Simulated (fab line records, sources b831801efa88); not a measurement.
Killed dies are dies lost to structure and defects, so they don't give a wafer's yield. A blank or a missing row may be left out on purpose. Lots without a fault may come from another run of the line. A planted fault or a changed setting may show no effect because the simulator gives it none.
One fault seen from 2 desks | flow gf180mcu | each desk has only its own numbers; what lay behind them comes last

THE METROLOGY DESK
What the gauges read, lot by lot, whatever tool the lot ran on: means of the sampled wafers that have a number. A lot is out of limits, marked OUT, if its mean lies more than 4 standard deviations from the usual mean; the brackets give that distance.
Columns: A = NSD_OVL at GF_NSD_OVL_MEAS_08, usual 0.6 nm; B = SALICIDE_TIN_RS at GF_SALICIDE_RS_MEAS_04, usual 16.4 ohm/sq
lot  | first seen here | A    | B
L412 | day 13 08:32    | 0.0  | 16.2
L413 | day 13 18:16    | -0.4 | 16.4
L415 | day 14 06:52    | 1.2  | 16.9
L417 | day 15 05:33    | 1.0  | 15.6
L418 | day 15 05:40    | 1.1  | 16.7
L419 | day 15 15:14    | -1.4 | 16.0
L422 | day 16 16:41    | 1.4  | 16.6
L423 | day 17 00:28    | -0.4 | 13.7 (-6.7) OUT
L424 | day 17 09:59    | 0.0  | 12.9 (-8.7) OUT
L427 | day 18 11:47    | 0.9  | 11.5 (-12) OUT
L434 | day 20 23:57    | 2.5  | 16.3
L433 | day 21 00:51    | -1.0 | 16.2
L435 | day 21 06:11    | -0.4 | 16.5
This desk's finding: out of limits on L423, L424, L427; first on L423, day 19 00:43 (SALICIDE_TIN_RS at GF_SALICIDE_RS_MEAS_04). In limits: L412, L413, L415, L417, L418, L419, L422, L434, L433, L435.

THE TOOL OWNER'S DESK: pvd_sputter-02
The tool's own readings at GF_SALICIDE_SPUTTER_02 (material Co, target thk 10 nm, time 20 s): means of the sampled wafers that have a number, for each lot that ran on this tool. A lot is out of limits, marked OUT, if its mean lies more than 4 standard deviations from the usual mean; the brackets give that distance.
Columns: A = throttle_valve_pct at GF_SALICIDE_SPUTTER_02, usual 30.3 %
lot  | first seen here | A
L412 | day 15 02:50    | 30.0
L415 | day 16 03:20    | 30.0
L418 | day 17 04:01    | 29.7
L419 | day 17 13:49    | 30.0
L422 | day 18 16:04    | 30.1
L423 | day 19 00:37    | 29.9
L424 | day 19 11:22    | 30.0
L427 | day 20 14:32    | 29.9
This desk's finding: nothing out of limits on any of the 8 lots.

PUT TOGETHER
The metrology desk could have raised an alarm at day 19 00:43, on L423, L424, L427.
The tool owner's desk saw nothing out of limits.
The tool owner's desk has L423, L424, L427 on record, within its limits.
Of the lots named, all ran GF_SALICIDE_SPUTTER_02 on pvd_sputter-02.

WHAT THE SIMULATOR HAD PUT IN
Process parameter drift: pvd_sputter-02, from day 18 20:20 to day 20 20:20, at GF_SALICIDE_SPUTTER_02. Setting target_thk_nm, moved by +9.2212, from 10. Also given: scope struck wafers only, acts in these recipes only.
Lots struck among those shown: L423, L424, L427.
Hours from the fault's start to each desk's first reading out of limits: the metrology desk, 4.
